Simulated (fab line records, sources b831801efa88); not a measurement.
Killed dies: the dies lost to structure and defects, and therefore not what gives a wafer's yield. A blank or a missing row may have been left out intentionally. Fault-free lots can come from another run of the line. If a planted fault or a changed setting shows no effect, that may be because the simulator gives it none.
Which tool was responsible? | flow gf180mcu | 39 wafers from 13 lots sampled at 6 of the route's 602 steps

WHAT THE GAUGES SHOWED, per wafer
GF_POLY_GATE_THK_MEAS_01. Usual: POLY_GATE_CVD_00_THK 200.6 nm, standard deviation 1.7.
lot  | measured     | on           | POLY_GATE_CVD_00_THK (nm) | flag
L231 | day 8 13:38  | filmMetro-01 | 198.9 199.7 199.7         | 
L232 | day 9 00:20  | filmMetro-02 | 199.5 201.3 200.9         | 
L233 | day 9 08:12  | filmMetro-02 | 202.1 200.9 201.4         | 
L236 | day 10 05:13 | filmMetro-01 | 202.1 202.0 201.0         | 
L237 | day 10 08:45 | filmMetro-02 | 204.0 203.1 203.4         | 
L239 | day 11 17:11 | filmMetro-01 | 199.1 201.3 199.1         | 
L240 | day 11 21:01 | filmMetro-04 | 201.0 202.4 203.2         | 
L241 | day 12 08:26 | filmMetro-02 | 201.0 200.6 199.8         | 
L243 | day 12 15:24 | filmMetro-01 | 201.1 199.6 200.8         | 
L246 | day 13 05:03 | filmMetro-01 | 201.4 200.0 201.4         | 
L249 | day 13 22:43 | filmMetro-04 | 198.8 199.8 197.5         | 
L250 | day 14 08:52 | filmMetro-04 | 200.8 199.7 201.4         | 
L251 | day 14 15:23 | filmMetro-01 | 200.3 200.2 199.7         | 

GF_HV_LDD_CD_MEAS_19: target cd 400 nm. Usual: cdNm 400.3 nm, standard deviation 2.3.
lot  | measured     | on       | cdNm (nm)         | flag
L231 | day 10 19:36 | cdSem-02 | 404.2 401.7 403.5 | 
L232 | day 11 07:27 | cdSem-01 | 397.6 398.0 396.1 | 
L233 | day 11 17:49 | cdSem-01 | 404.7 404.1 406.2 | 
L236 | day 12 15:26 | cdSem-02 | 402.0 403.6 399.7 | 
L237 | day 12 22:23 | cdSem-02 | 402.4 402.8 402.4 | 
L239 | day 14 08:58 | cdSem-01 | 397.0 396.5 397.2 | 
L240 | day 14 12:50 | cdSem-01 | 399.2 399.2 399.2 | 
L241 | day 14 23:58 | cdSem-02 | 396.4 399.5 397.5 | 
L243 | day 15 07:42 | cdSem-01 | 402.6 402.1 403.0 | 
L246 | day 15 22:02 | cdSem-01 | 396.9 396.1 397.5 | 
L249 | day 16 18:33 | cdSem-01 | 402.6 401.3 402.5 | 
L250 | day 17 04:10 | cdSem-02 | 396.3 394.2 397.7 | 
L251 | day 17 14:43 | cdSem-02 | 402.2 402.3 403.3 | 

GF_HV_LDD_OVL_MEAS_32. Usual: HV_LDD_02_OVL -0.2 nm, standard deviation 1.6.
lot  | measured     | on         | HV_LDD_02_OVL (nm) | flag
L231 | day 11 13:44 | overlay-02 | -0.1 0.1 0.6       | 
L232 | day 12 02:49 | overlay-01 | -1.3 0.3 1.0       | 
L233 | day 12 13:52 | overlay-01 | -1.2 -2.6 0.4      | 
L236 | day 13 12:35 | overlay-01 | -2.0 -2.0 -2.2     | 
L237 | day 13 19:43 | overlay-01 | -0.8 1.3 1.0       | 
L239 | day 15 06:50 | overlay-01 | -0.4 0.7 -1.6      | 
L240 | day 15 09:56 | overlay-02 | 0.2 -0.8 -1.2      | 
L241 | day 15 22:05 | overlay-01 | -0.2 0.9 0.9       | 
L243 | day 16 05:26 | overlay-01 | -0.7 -1.7 -0.3     | 
L246 | day 16 20:02 | overlay-01 | 0.8 0.7 0.8        | 
L249 | day 17 18:19 | overlay-02 | -0.3 1.5 1.5       | 
L250 | day 18 03:32 | overlay-01 | -1.3 -0.5 -1.3     | 
L251 | day 18 14:43 | overlay-02 | 1.7 2.6 2.8        | 

GF_HV_LDD_TW_MEAS_38. Usual: HV_LDD_3_TW 1443, standard deviation 11.
lot  | measured     | on           | HV_LDD_3_TW                   | flag
L231 | day 11 14:29 | filmMetro-01 | 1443 1433 1434                | 
L232 | day 12 03:34 | filmMetro-01 | 1430 1434 1429                | 
L233 | day 12 14:37 | filmMetro-01 | 1425 1423 1427                | 
L236 | day 13 13:24 | filmMetro-03 | 1446 1448 1447                | 
L237 | day 13 20:27 | filmMetro-04 | 1465 1460 1461                | 
L239 | day 15 07:34 | filmMetro-04 | 1459 1448 1453                | 
L240 | day 15 10:41 | filmMetro-01 | 1429 1431 1432                | 
L241 | day 15 22:49 | filmMetro-01 | 1430 1428 1429                | 
L243 | day 16 06:10 | filmMetro-01 | 1444 1434 1437                | 
L246 | day 16 20:47 | filmMetro-04 | 1473 1468 1461                | 
L249 | day 17 19:03 | filmMetro-04 | 1459 1447 1450                | 
L250 | day 18 04:16 | filmMetro-01 | 1597 1596 1590 1589 1589 1594 | OFF
L251 | day 18 15:27 | filmMetro-01 | 1599 1594 1600 1597 1603 1611 | OFF

GF_HV_LDD_RS_MEAS_53: a four-point-probe measurement. Usual: HV_LDD_RS 418.5 ohm/sq, standard deviation 0.82.
lot  | measured     | on           | HV_LDD_RS (ohm/sq)                  | flag
L231 | day 12 08:50 | filmMetro-01 | 419.2 418.6 417.9                   | 
L232 | day 12 23:14 | filmMetro-04 | 418.5 419.4 418.0                   | 
L233 | day 13 10:52 | filmMetro-01 | 417.4 417.7 416.4                   | 
L236 | day 14 10:32 | filmMetro-03 | 418.4 419.7 418.9                   | 
L237 | day 14 17:52 | filmMetro-01 | 418.6 419.1 417.3                   | 
L239 | day 16 05:18 | filmMetro-03 | 418.1 417.5 417.7                   | 
L240 | day 16 08:43 | filmMetro-01 | 418.8 419.1 419.5                   | 
L241 | day 16 21:24 | filmMetro-03 | 419.9 419.2 418.7                   | 
L243 | day 17 05:19 | filmMetro-04 | 418.4 419.5 418.7                   | 
L246 | day 17 20:10 | filmMetro-01 | 418.2 418.5 418.9                   | 
L249 | day 18 18:48 | filmMetro-01 | 417.4 418.6 418.6                   | 
L250 | day 19 04:51 | filmMetro-01 | 438.7 441.3 439.4 440.0 440.1 439.7 | OFF
L251 | day 19 16:45 | filmMetro-04 | 440.2 439.6 439.2 439.4 439.5 438.1 | OFF

WHICH TOOL RAN EACH LOT (tool, then ch and the chambers of the sampled wafers, then the start)
lot  | GF_HV_LDD_IMPLANT_34
L231 | implanter-04 ch 0, day 11 13:56
L232 | implanter-04 ch 0, day 12 03:01
L233 | implanter-01 ch 0, day 12 14:04
L236 | implanter-04 ch 0, day 13 12:49
L237 | implanter-01 ch 0, day 13 19:57
L239 | implanter-04 ch 0, day 15 07:01
L240 | implanter-01 ch 0, day 15 10:09
L241 | implanter-01 ch 0, day 15 22:16
L243 | implanter-03 ch 0, day 16 05:37
L246 | implanter-04 ch 0, day 16 20:15
L249 | implanter-04 ch 0, day 17 18:30
L250 | implanter-04 ch 0, day 18 03:43
L251 | implanter-04 ch 0, day 18 14:54
- GF_HV_LDD_IMPLANT_34

WHAT THE TOOLS THEMSELVES READ (means of the sampled wafers that have a number; where no wafer has one, the mark that the record gives instead)
The record holds no such reading with a usual standard deviation.

THE ANSWER, worked out from the rows above alone
Rule: take the mean of a lot's wafers that have a number; if it is more than 3 standard deviations from the usual mean, the lot is off. Also off: a lot with no number at a reading for which 4 or more lots have one. Where the step has rows for the other lots, those lots are counted as sound. Order of review: gauges by route order, followed by the tools' own readings, for which a lot's mean as printed above is used. The first step at which some lot is off is used, and at that step the reading that is off furthest; a lot without a number counts as furthest.
Off: L250, L251, seen at GF_HV_LDD_TW_MEAS_38 (HV_LDD_3_TW).
A tool fits if, at a process step before that reading, it ran every lot that is off, and no sound lot after the first of them. Those tools and the gauges at GF_HV_LDD_TW_MEAS_38 are tried in the same way. This does not decide it: 2 tools fit, namely implanter-04 at GF_HV_LDD_IMPLANT_34 and filmMetro-01 at GF_HV_LDD_TW_MEAS_38.

WHAT THE SIMULATOR HAD PUT IN
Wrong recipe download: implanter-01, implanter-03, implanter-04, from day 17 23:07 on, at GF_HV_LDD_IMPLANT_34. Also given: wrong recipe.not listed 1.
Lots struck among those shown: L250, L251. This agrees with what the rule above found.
